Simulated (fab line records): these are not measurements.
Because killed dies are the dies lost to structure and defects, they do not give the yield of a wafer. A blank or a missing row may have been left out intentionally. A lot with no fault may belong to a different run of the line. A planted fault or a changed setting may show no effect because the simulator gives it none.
fab line records	flow sky130
record: lots: 5	wafers: 15	last-day: 50
route steps=708 shown VT_ADJUST_HVTP@94 VT_ADJUST_LVTN@97 VT_ADJUST_NCORE@119
lots that met no fault: taken from a fault-free run of the same line
start-h: the number of hours between the record's first day and the start of the first shown wafer of the lot	wait-h: how many hours have passed since the lot's step before this one	" unchanged from the row above	L1.1+2: one row covering several wafers at once	- no value present, or no start provided	* or withheld: withheld	< > ~ a bound
route shown NAME@n: names a module that has steps shown in the file, with the first one's number in the route	usual: mean/standard deviation taken from wafers without a fault	same: alike in all rows	chamber/n: place in a boat	sites: each site's reading	_std_site: standard deviation of those values	_edge_site: inner sites' mean taken away from outer sites' mean	radius-mm: for every site, how far away it sits from the centre of the wafer	mask NAME#n: copy n	behind: the tool/chamber that last shaped the wafer	hold: reason for holding the lot/hours on hold/outcome of the hold	device: whichever transistor did not switch (one of n, p or np)	end of line: tests of these same wafers at the route's end	a step without rows: its recipe alone	killed: the dies lost at the first sort to structure and to defects; this is not the yield of the wafer	map: per-die view of a wafer (x killed, . not killed, _ where there is no die)
set.NAME: the setting that was run; set.NAME@STEP: the one run at that earlier step	model.NAME: the simulator's own value behind a step, which no gauge read
lots at some steps of the route; a table a step, a row a wafer
services: the hour from which a tool's chamber was out of use, counted from the record's first day as start-h (under 0 if before that day), plus the number of hours and why
== steps ==
step: SKY_VT_ADJUST_HVTP_IMPLANT_09
recipe: species: As	energy-kev: 150	dose-cm2: 4.3e+12	tilt-deg: withheld
step: SKY_VT_ADJUST_HVTP_STRIP_10
recipe: chemistry: O2/N2	power-w: 1400	pressure-mtorr: 1500	platen-temp-c: withheld	o2-flow-sccm: 3000	n2-flow-sccm: 300	overash-fraction: 0.5
usual: chamber-pressure-mTorr: 1500.0/1.2	drypump-motor-current-A: 5.5/0.41	o2-flow-sccm: 2998/8.7	oes-product-au: 0.716/0.0048	strip-time-to-endpoint-s: 14.19/0.042
lot.wafer	tool	chamber	start-h	wait-h	chamber-pressure-mTorr	drypump-motor-current-A	o2-flow-sccm	oes-product-au	rf-hours-counter-h	strip-time-to-endpoint-s
L844.1	plasma-asher-03	1	119.06	0.1	1501.2	5.1	2992	0.719	0	14.21
L844.4	"	0	"	"	1501.9	6.1	3007	0.703	-	14.20
L844.6	"	1	"	"	1501.0	5.1	3003	0.721	-	14.23
L852.4	plasma-asher-03	1	175.99	0.1	1499.9	5.1	2988	0.714	-	14.20
L852.5	"	0	"	"	1500.9	6.1	2989	0.720	-	14.20
L852.6	"	1	"	"	1501.8	5.1	2979	0.717	-	14.18
L858.2	plasma-asher-01	1	207.97	0.1	1501.4	5.0	3012	0.716	53	14.21
L858.3	"	1	"	"	1498.7	4.9	3004	0.717	-	14.21
L858.4	"	0	"	"	1499.8	5.7	2994	0.722	-	14.24
L859.1	plasma-asher-01	0	213.23	0.1	1501.1	5.7	3007	0.712	53	14.13
L859.3	"	1	"	"	1500.0	5.0	3002	0.712	-	14.14
L859.6	"	1	"	"	1497.9	5.0	2995	0.716	-	14.17
L865.1	plasma-asher-03	0	262.77	0.1	1498.6	6.1	3001	0.709	12	14.25
L865.3	"	1	"	"	1500.0	5.1	2983	0.717	-	14.23
L865.4	"	0	"	"	1499.5	6.1	3001	0.714	-	14.19
step: SKY_VT_ADJUST_HVTP_TW_MEAS_11
usual: VT_ADJUST_HVTP_TW: 1354/15
lot.wafer	tool	chamber	start-h	wait-h	VT_ADJUST_HVTP_TW
L844.1	film-metro-02	-	119.16	0.1	1356
L844.4	"	-	"	"	1356
L844.6	"	-	"	"	1354
L852.4	film-metro-01	-	176.09	0.1	1336
L852.5	"	-	"	"	1336
L852.6	"	-	"	"	1340
L858.2	film-metro-01	-	208.08	0.1	1339
L858.3	"	-	"	"	1342
L858.4	"	-	"	"	1342
L859.1	film-metro-03	-	213.33	0.1	1390
L859.3	"	-	"	"	1377
L859.6	"	-	"	"	1381
L865.1	film-metro-02	-	262.87	0.1	1357
L865.3	"	-	"	"	1357
L865.4	"	-	"	"	1353
step: SKY_VT_ADJUST_LVTN_DEHYDRATE_00
recipe: temp-c: 200	time-s: 60
step: SKY_VT_ADJUST_LVTN_HMDS_01
recipe: prime-time-s: 60	prime-temp-c: 120
step: SKY_VT_ADJUST_LVTN_COAT_02
recipe: spin-rpm: 2000	resist-thk-nm: 3000
step: SKY_VT_ADJUST_LVTN_SOFTBAKE_03
recipe: temp-c: 110	time-s: withheld
step: SKY_VT_ADJUST_LVTN_EXPOSE_04
recipe: mask-id: NWM_COMPLEMENT_LESS_NATIVE	na: 0.6	source-shape: conventional	sigma-outer: 0.6	polarization: unpolarized	target-cd-nm: 840	dose-mj: 194
step: SKY_VT_ADJUST_LVTN_PEB_05
recipe: temp-c: 115	time-s: withheld
step: SKY_VT_ADJUST_LVTN_DEVELOP_06
recipe: wall-angle-deg: 90	developer: TMAH	develop-time-s: 60	dev-temp-c: 23
step: SKY_VT_ADJUST_LVTN_OVL_MEAS_07
usual: VT_ADJUST_LVTN_OVL: -1.5/1.4
lot.wafer	tool	chamber	start-h	wait-h	VT_ADJUST_LVTN_OVL[nm]
L844.1	overlay-01	-	137.65	-	-1.2
L844.4	"	-	"	"	-2.2
L844.6	"	-	"	"	-0.7
L852.4	overlay-01	-	196.28	-	-2.2
L852.5	"	-	"	"	-2.2
L852.6	"	-	"	"	-2.8
L858.2	overlay-01	-	230.07	-	-0.6
L858.3	"	-	"	"	-1.6
L858.4	"	-	"	"	-2.9
L859.1	overlay-01	-	234.05	-	-1.3
L859.3	"	-	"	"	0.0
L859.6	"	-	"	"	-2.0
L865.1	overlay-01	-	286.52	-	-0.3
L865.3	"	-	"	"	-2.6
L865.4	"	-	"	"	-1.3
step: SKY_VT_ADJUST_LVTN_IMPLANT_08
recipe: species: B	energy-kev: 30	dose-cm2: 1.57e+12	tilt-deg: withheld
step: SKY_VT_ADJUST_LVTN_STRIP_09
recipe: chemistry: O2/N2	power-w: 1400	pressure-mtorr: 1500	platen-temp-c: withheld	o2-flow-sccm: 3000	n2-flow-sccm: 300	overash-fraction: 0.5
usual: chamber-pressure-mTorr: 1500.1/1.3	drypump-motor-current-A: 5.8/0.51	o2-flow-sccm: 3000/8.3	oes-product-au: 0.722/0.0047	strip-time-to-endpoint-s: 36.99/0.11
lot.wafer	tool	chamber	start-h	wait-h	chamber-pressure-mTorr	drypump-motor-current-A	o2-flow-sccm	oes-product-au	rf-hours-counter-h	strip-time-to-endpoint-s	model.coat_of_VT_ADJUST_LVTN_COAT_02.thk-nm
L844.1	plasma-asher-02	1	137.84	0.1	1499.7	5.8	3009	0.726	46	37.12	0
L844.4	"	0	"	"	1501.1	5.7	3003	0.724	-	37.06	0
L844.6	"	1	"	"	1500.8	5.8	2998	0.716	-	37.21	0
L852.4	plasma-asher-02	0	196.48	0.1	1499.1	5.7	2994	0.722	-	36.99	0
L852.5	"	0	"	"	1499.8	5.7	3015	0.725	-	37.12	0
L852.6	"	1	"	"	1500.2	5.8	2994	0.725	-	36.95	0
L858.2	plasma-asher-01	0	230.25	0.1	1499.0	5.7	2994	0.714	55	37.00	0
L858.3	"	0	"	"	1499.7	5.7	3009	0.720	-	37.08	0
L858.4	"	1	"	"	1498.9	4.9	2991	0.728	-	37.13	0
L859.1	plasma-asher-02	0	234.24	0.1	1497.9	5.7	3001	0.715	55	36.97	0
L859.3	"	1	"	"	1500.4	5.8	2999	0.722	-	36.92	0
L859.6	"	1	"	"	1500.3	5.8	2996	0.719	-	37.02	0
L865.1	plasma-asher-01	1	286.76	0.1	1526.5	4.9	2996	0.870	61	-	2450
L865.3	"	0	"	"	1520.9	5.6	3000	0.863	-	-	2444
L865.4	"	1	"	"	1499.0	4.9	2995	0.750	-	-	2445
step: SKY_VT_ADJUST_LVTN_TW_MEAS_10
usual: VT_ADJUST_LVTN_TW: 239.7/2.1
lot.wafer	tool	chamber	start-h	wait-h	VT_ADJUST_LVTN_TW
L844.1	film-metro-02	-	137.94	0.1	242.5
L844.4	"	-	"	"	242.5
L844.6	"	-	"	"	242.3
L852.4	film-metro-01	-	196.58	0.1	237.3
L852.5	"	-	"	"	238.4
L852.6	"	-	"	"	240.0
L858.2	film-metro-04	-	230.36	0.1	238.4
L858.3	"	-	"	"	237.9
L858.4	"	-	"	"	239.0
L859.1	film-metro-02	-	234.34	0.1	241.4
L859.3	"	-	"	"	241.8
L859.6	"	-	"	"	240.2
L865.1	film-metro-02	-	286.86	0.1	242.4
L865.3	"	-	"	"	242.1
L865.4	"	-	"	"	243.6
step: SKY_VT_ADJUST_LVTN_DEHYDRATE_11
recipe: temp-c: 200	time-s: 60
step: SKY_VT_ADJUST_LVTN_HMDS_12
recipe: prime-time-s: 60	prime-temp-c: 120
step: SKY_VT_ADJUST_LVTN_COAT_13
recipe: resist: NOVOLAK	spin-rpm: 3000	resist-thk-nm: 1140
step: SKY_VT_ADJUST_LVTN_SOFTBAKE_14
recipe: temp-c: 90	time-s: 60	resist: NOVOLAK
step: SKY_VT_ADJUST_LVTN_EXPOSE_15
recipe: mask-id: HVN_STD_DERIVED	na: 0.6	source-shape: conventional	sigma-outer: 0.6	polarization: unpolarized	target-cd-nm: 600	dose-mj: 163
step: SKY_VT_ADJUST_LVTN_PEB_16
recipe: temp-c: withheld	time-s: *	resist: NOVOLAK
step: SKY_VT_ADJUST_LVTN_DEVELOP_17
recipe: resist: NOVOLAK	developer: TMAH	develop-time-s: 60	dev-temp-c: 23
step: SKY_VT_ADJUST_LVTN_OVL_MEAS_18
usual: VT_ADJUST_LVTN_01_OVL: 0.0/1.5
lot.wafer	tool	chamber	start-h	wait-h	VT_ADJUST_LVTN_01_OVL[nm]
L844.1	overlay-01	-	156.70	0.1	1.1
L844.4	"	-	"	"	1.3
L844.6	"	-	"	"	1.3
L852.4	overlay-02	-	217.63	0.1	-2.7
L852.5	"	-	"	"	-2.1
L852.6	"	-	"	"	-2.9
L858.2	overlay-02	-	252.03	0.1	0.3
L858.3	"	-	"	"	0.7
L858.4	"	-	"	"	1.3
L859.1	overlay-01	-	256.56	0.1	-1.7
L859.3	"	-	"	"	-1.7
L859.6	"	-	"	"	-1.8
L865.1	overlay-02	-	311.41	0.1	1.4
L865.3	"	-	"	"	0.5
L865.4	"	-	"	"	1.0
step: SKY_VT_ADJUST_LVTN_IMPLANT_19
recipe: species: B	energy-kev: 30	dose-cm2: 6.5e+11	tilt-deg: withheld
step: SKY_VT_ADJUST_LVTN_STRIP_20
recipe: chemistry: O2/N2	power-w: 1400	pressure-mtorr: 1500	platen-temp-c: withheld	o2-flow-sccm: 3000	n2-flow-sccm: 300	overash-fraction: 0.5
usual: chamber-pressure-mTorr: 1499.9/1.4	drypump-motor-current-A: 5.8/0.52	o2-flow-sccm: 2999/8.1	oes-product-au: 0.716/0.0044	strip-time-to-endpoint-s: 14.19/0.041
lot.wafer	tool	chamber	start-h	wait-h	chamber-pressure-mTorr	drypump-motor-current-A	o2-flow-sccm	oes-product-au	rf-hours-counter-h	strip-time-to-endpoint-s
L844.1	plasma-asher-04	0	156.89	0.1	1499.5	6.6	2995	0.711	34	14.19
L844.4	"	1	"	"	1498.5	5.4	2997	0.709	-	14.14
L844.6	"	0	"	"	1503.6	6.6	2994	0.712	-	14.16
L852.4	plasma-asher-01	0	217.83	0.1	1501.6	5.7	3002	0.715	-	14.21
L852.5	"	0	"	"	1499.1	5.7	3010	0.716	-	14.19
L852.6	"	1	"	"	1502.5	4.9	3000	0.722	-	14.18
L858.2	plasma-asher-04	0	252.21	0.1	1501.0	6.6	3005	0.718	44	14.22
L858.3	"	0	"	"	1501.2	6.6	2996	0.714	-	14.23
L858.4	"	1	"	"	1499.7	5.4	3001	0.717	-	14.25
L859.1	plasma-asher-01	1	256.75	0.1	1500.7	5.0	2985	0.725	58	14.20
L859.3	"	1	"	"	1499.2	5.0	3008	0.712	-	14.19
L859.6	"	0	"	"	1501.6	5.7	2984	0.725	-	14.22
L865.1	plasma-asher-04	0	311.60	0.1	1501.4	6.6	3003	0.729	49	50.63
L865.3	"	1	"	"	1500.0	5.4	3000	0.730	-	50.54
L865.4	"	0	"	"	1497.6	6.6	3006	0.731	-	50.50
step: SKY_VT_ADJUST_LVTN_TW_MEAS_21
usual: VT_ADJUST_LVTN_2_TW: 186.2/1.5
lot.wafer	tool	chamber	start-h	wait-h	VT_ADJUST_LVTN_2_TW
L844.1	film-metro-02	-	156.99	0.1	186.4
L844.4	"	-	"	"	186.6
L844.6	"	-	"	"	187.1
L852.4	film-metro-02	-	217.93	0.1	188.4
L852.5	"	-	"	"	189.4
L852.6	"	-	"	"	189.4
L858.2	film-metro-01	-	252.32	0.1	186.3
L858.3	"	-	"	"	184.7
L858.4	"	-	"	"	185.2
L859.1	film-metro-04	-	256.85	0.1	186.0
L859.3	"	-	"	"	184.8
L859.6	"	-	"	"	186.2
L865.1	film-metro-01	-	311.70	0.1	29.4
L865.3	"	-	"	"	29.3
L865.4	"	-	"	"	29.5
step: SKY_VT_ADJUST_NCORE_DEHYDRATE_00
recipe: temp-c: 200	time-s: 60
== services ==
tool	chamber	start-h	hours	kind
plasma-asher-04	-	108.21	15.2	pm
plasma-asher-03	-	108.75	9.0	pm
plasma-asher-03	0	108.75	9.0	vent-cycle
plasma-asher-03	1	108.75	9.0	vent-cycle
plasma-asher-03	-	110.15	2.1	repair
plasma-asher-03	0	117.75	-	clean
plasma-asher-03	1	117.75	-	clean
plasma-asher-03	-	125.23	1.4	repair
plasma-asher-02	-	143.26	14.6	pm
plasma-asher-04	-	160.43	8.6	repair
plasma-asher-03	-	213.92	7.7	repair
plasma-asher-03	-	221.58	14.6	pm
plasma-asher-03	-	242.61	3.9	repair
== key ==
first-sign: step: SKY_VT_ADJUST_LVTN_STRIP_09	reading: oes-product-au	direction: up	sigmas: 22	usual: 0.722	struck: 0.828
effect: step: SKY_VT_ADJUST_LVTN_STRIP_09	reading: chamber-pressure-mTorr	direction: up	sigmas: 12	usual: 1500.1	struck: 1515.5	wafers-moved: 2
effect: step: SKY_VT_ADJUST_LVTN_STRIP_20	reading: strip-time-to-endpoint-s	direction: up	sigmas: 99+	usual: *	struck: *
effect: step: SKY_VT_ADJUST_LVTN_TW_MEAS_21	reading: VT_ADJUST_LVTN_2_TW	direction: down	sigmas: 99+	usual: 186.2	struck: 29.4
model-effect: step: SKY_VT_ADJUST_LVTN_STRIP_09	value: coat_of_VT_ADJUST_LVTN_COAT_02.thk-nm	without: 0	struck: 2446
met-at SKY_VT_ADJUST_LVTN_STRIP_09
struck-wafers L865.1,L865.3,L865.4
sort-left-out L865.1,L865.3,L865.4
tester-left-out L865
onset-between 230.25 286.76
fault: kind: strip-aborted	tool: plasma-asher-01	chamber: -	onset-h: 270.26	steps: SKY_VT_ADJUST_LVTN_STRIP_09	offset: 1	end-h: 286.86
tester-left-out: of these lots the tester's yield and bins aren't shown, on N5 and GAA mostly nor the transistor test; their killed dies are dies lost to structure and defects alone, not to doping, threshold or leakage, so they don't give the yield
sort-left-out: the simulated sort isn't trusted on such a fault, so these wafers' sort isn't shown, and their yield isn't known
